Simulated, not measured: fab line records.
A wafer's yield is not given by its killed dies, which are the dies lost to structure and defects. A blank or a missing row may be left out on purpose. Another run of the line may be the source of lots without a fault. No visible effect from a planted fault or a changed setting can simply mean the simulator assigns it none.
A struck lot beside a sound one || flow gf180mcu || 21 steps out of a route of 602
Sound: wafers L303.3, L303.4, L303.5. Wafers struck: L307.1, L307.5, L307.6. The cause is named last.
At each step with rows: each side's tool, then ch and its chambers, then its first start. Under that, the readings that differ: sound wafers || struck wafers || difference of the means || sigmas: that difference in standard deviations of wafers without a fault.
alike: a reading whose means differ by less than 2 such deviations, as well as words and numbers matching on both sides. not compared: withheld readings; readings where some wafer has no value; bounds like >300 that might hide an equal value; numbers whose values overlap and for which the record gives no deviation.
Wherever a step has rows on one side only, a row that says differs or no value, or a row with sigmas, the two part there. When numbers do not overlap yet have no deviation, they are printed without sigmas and do not part them. A reading that every wafer of one side lacks parts them only if that side has two wafers or more.

first, 3 steps without rows for these wafers: GF_LVPWELL_EXPOSE_04 (exposes mask LVPWELL, target cd 600 nm); GF_LVPWELL_PEB_05; GF_LVPWELL_DEVELOP_06 (develop time 60 s).
GF_LVPWELL_OVL_MEAS_07:
  sound on overlay-02, day 3 20:59; struck on overlay-01, day 4 20:10
  alike: LVPWELL_OVL
then, 2 steps without rows for these wafers: GF_LVPWELL_IMPLANT_08; GF_LVPWELL_IMPLANT_09.
GF_LVPWELL_STRIP_10: strips in O2/N2.
  sound on plasma_asher-03 ch 0,1, day 3 21:20; struck on plasma_asher-03 ch 0,1, day 4 20:31
  alike: drypump_motor_current_A, heater_power_w, oes_product_au, strip_time_to_endpoint_s
  not compared: rf_hours_counter_h
GF_LVPWELL_TW_MEAS_11:
  sound on film_metro-01, day 3 21:26; struck on film_metro-01, day 4 20:37
  alike: LVPWELL_TW
then, 4 steps without rows for these wafers: GF_MVSD_DEHYDRATE_00 (time 60 s); GF_MVSD_HMDS_01 (prime time 60 s); GF_MVSD_COAT_02 (resist thk 3000 nm); GF_MVSD_SOFTBAKE_03.
GF_MVSD_EXPOSE_04: exposes mask MVSD, target cd 1000 nm.
  sound on iline_stepper-01 ch 0, day 4 04:25; struck on iline_stepper-01 ch 0, day 5 03:46
{"reading": "mask", "sound": "MVSD#0 MVSD#0 MVSD#0", "struck": "LVPWELL#0 LVPWELL#0 LVPWELL#0", "difference": "differs", "sigmas": ""}
then, 2 steps without rows for these wafers: GF_MVSD_PEB_05; GF_MVSD_DEVELOP_06 (develop time 61.14 s).
GF_MVSD_OVL_MEAS_07:
  sound on overlay-01, day 4 10:37; struck on overlay-01, day 5 10:19
{"reading": "MVSD_OVL (nm)", "sound": "1.1 0.5 0.0", "struck": "- - -", "difference": "no value on the struck wafers", "sigmas": ""}
then, 2 steps without rows for these wafers: GF_MVSD_IMPLANT_08; GF_MVSD_IMPLANT_09.
GF_MVSD_STRIP_10: strips in O2/N2.
  sound on plasma_asher-01 ch 0,1, day 4 10:58; struck on plasma_asher-04 ch 0,1, day 5 10:39
  alike: drypump_motor_current_A, heater_power_w, oes_product_au, strip_time_to_endpoint_s
  not compared: rf_hours_counter_h
GF_MVSD_TW_MEAS_11:
  sound on film_metro-02, day 4 11:03; struck on film_metro-01, day 5 10:45
{"reading": "MVSD_TW", "sound": "1604 1606 1607", "struck": "30 30 30", "difference": -1576, "sigmas": "-99 or more"}
then, 1 step without rows for these wafers: GF_MVPSD_DEHYDRATE_00 (time 60 s).

WHERE THEY PART
First at GF_MVSD_EXPOSE_04; last, within this record, at GF_MVSD_TW_MEAS_11.

WHY: whatever the simulator had introduced
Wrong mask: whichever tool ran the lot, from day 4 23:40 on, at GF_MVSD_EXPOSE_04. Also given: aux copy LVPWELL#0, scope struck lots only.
